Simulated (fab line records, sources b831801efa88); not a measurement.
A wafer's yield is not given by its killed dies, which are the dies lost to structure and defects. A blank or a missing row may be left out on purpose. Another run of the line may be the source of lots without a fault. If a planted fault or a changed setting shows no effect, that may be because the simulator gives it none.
What tool caused it? ; flow sky130 ; 15 lots, 45 wafers sampled, at 1 step of a route of 708

## WHAT EACH GAUGE READ, for each wafer
SKY_VIA3_THK_MEAS_01. Usual: for VIA3_HDPCVD_THK the level is 1627 nm and the standard deviation is 23.
lot;measured;on;VIA3_HDPCVD_THK (nm);flag
L231;day 38 17:07;film-metro-03;1628 1596 1609;
L235;day 39 01:39;film-metro-03;1681 1635 1661;
L234;day 39 11:53;film-metro-01;1649 1663 1669;
L236;day 39 16:24;film-metro-01;1615 1601 1595;
L237;day 40 00:34;film-metro-02;1634 1653 1621;
L238;day 40 19:34;film-metro-02;1610 1593 1612;
L239;day 40 20:29;film-metro-03;1579 1604 1605;
L240;day 40 21:44;film-metro-03;1627 1627 1650;
L242;day 41 12:04;film-metro-02;1622 1594 1616;
L243;day 41 18:13;film-metro-03;1623 1613 1614;
L244;day 42 04:55;film-metro-03;1651 1658 1616;
L245;day 42 14:16;film-metro-01;1609 1602 1582;
L251;day 44 00:36;film-metro-01;1574 1610 1607;
L253;day 44 16:51;film-metro-03;1634 1618 1659;
L254;day 45 06:56;film-metro-03;1644 1658 1618;

## TOOL THAT RAN EACH LOT (tool first, then ch and the chambers of the sampled wafers, then the start)
The record holds no process step before these readings.

## AS READ BY THE TOOLS THEMSELVES (means over the sampled wafers that have a number; for cases with no such wafer, the mark the record gives instead)
The record holds no such reading with a usual standard deviation.

## THE ANSWER, worked out from the rows above alone
Rule: take the mean of a lot's wafers that have a number; if it is more than 3 standard deviations from the usual mean, the lot is off. A lot without any number at a reading at which 4 lots or more have one is off too. Where the step has rows for the other lots, those lots are counted as sound. Order of review: gauges by route order, followed by the tools' own readings, for which a lot's mean as printed above is used. The first step at which some lot is off is used, and at that step the reading that is off furthest; a lot without a number counts as furthest.
None of the lots is off at any reading shown; this tells nothing.

## WHAT HAD BEEN PUT IN BY THE SIMULATOR
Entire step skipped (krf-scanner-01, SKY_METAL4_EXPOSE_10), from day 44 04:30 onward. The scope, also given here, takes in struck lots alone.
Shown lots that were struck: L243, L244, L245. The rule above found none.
